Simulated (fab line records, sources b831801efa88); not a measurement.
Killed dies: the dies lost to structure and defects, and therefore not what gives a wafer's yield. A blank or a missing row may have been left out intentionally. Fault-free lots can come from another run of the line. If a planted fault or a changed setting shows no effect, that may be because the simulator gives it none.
Code-filled problem report in 8D (eight disciplines) form ; flow sky130 ; the parts of the form that need people (team, actions taken, sign-off) are left out

1. THE PROBLEM
Mean METAL2_ALCU_THK at SKY_METAL2_THK_MEAS_06: 263 nm over 4 wafers in 3 lots; fault-free wafers: 247 nm, standard deviation 3.2. Relative to the usual mean, that is a shift of +5.1 standard deviations.
The step: measures by xrf.
Seen first at day 35 01:39 on filmMetro-01, wafer L245.4. At this step, 33 wafers from 12 lots have a number in the record. By rule, "out" or "out of limits" means more than 4 standard deviations away from the usual mean. Any other wafer with a number is counted as sound.

2. WHAT IT IS AND WHAT IT IS NOT
question;is;is not
which readings at this step;METAL2_ALCU_THK;-
which lots;L245, L246, L249;L242, L243, L257, L258, L259, L260, L261, L263, L264
which wafers of those lots;L245.4, L245.6, L246.6, L249.4;L246.2, L249.2
read on which gauges;filmMetro-01, filmMetro-04;filmMetro-02
when;from day 35 01:39;"up to then (6 sound wafers); but 23 sound wafers of L246, L249, L257, L258, L259, L260, L261, L263, L264 came after"

3. THE SUSPECTS, EACH WITH WHAT RULES IT OUT
Counting: a tool at a process step up to the reading stays a suspect if it ran every lot that is out. Sound lots after the first of them don't rule it out here, since some wafers of a struck lot are sound.
- ruled out: the gauge at SKY_METAL2_THK_MEAS_06. Those wafers that are out were read across 2 gauges (filmMetro-01, filmMetro-04).
- pvdSputter-03 at SKY_METAL2_SPUTTER_04 (material TiN, target thk 70 nm, time 58.3 s): kept. It processed each lot that is out (first: L245, day 35 01:28); up to then, its last sound lot is L242 (day 34 11:56).
After counting, what remains is pvdSputter-03 at SKY_METAL2_SPUTTER_04.

4. THE CAUSE (what the simulator had put in)
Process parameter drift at SKY_METAL2_SPUTTER_04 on pvdSputter-03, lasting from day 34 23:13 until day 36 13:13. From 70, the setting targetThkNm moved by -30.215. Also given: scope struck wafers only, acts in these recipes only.
Only this tool survived the counting.

5. SEQUENCE OF EFFECTS, ordered by route
Each row: a reading whose mean over the struck wafers that have a number lies more than 3 standard deviations from the usual. Only readings for which the record gives a usual standard deviation are gone through. hours: the time from each lot's start at the first step in this table that gives one to its start at this step, as a median over the lots. sigmas: the change in usual standard deviations.
hours;step;reading;usual;on struck wafers;change;sigmas
0;SKY_METAL2_THK_MEAS_06;METAL2_ALCU_THK;247 nm;263;+16;+5.1

6. WHAT WOULD HAVE CAUGHT IT SOONER
2 hours passed between the start of the fault at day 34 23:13 and the first reading out of limits at a measuring or inspecting step in this record, taken at day 35 01:39.
Tool readings at SKY_METAL2_SPUTTER_04 with a usual standard deviation given in the record: none out on any struck wafer, hence no alarm at a limit of 4 standard deviations on them.
Of the lots that are out (3), L246, L249 began SKY_METAL2_SPUTTER_04 on pvdSputter-03 after day 35 01:39. A hold on the tool at that time would have spared those 2.
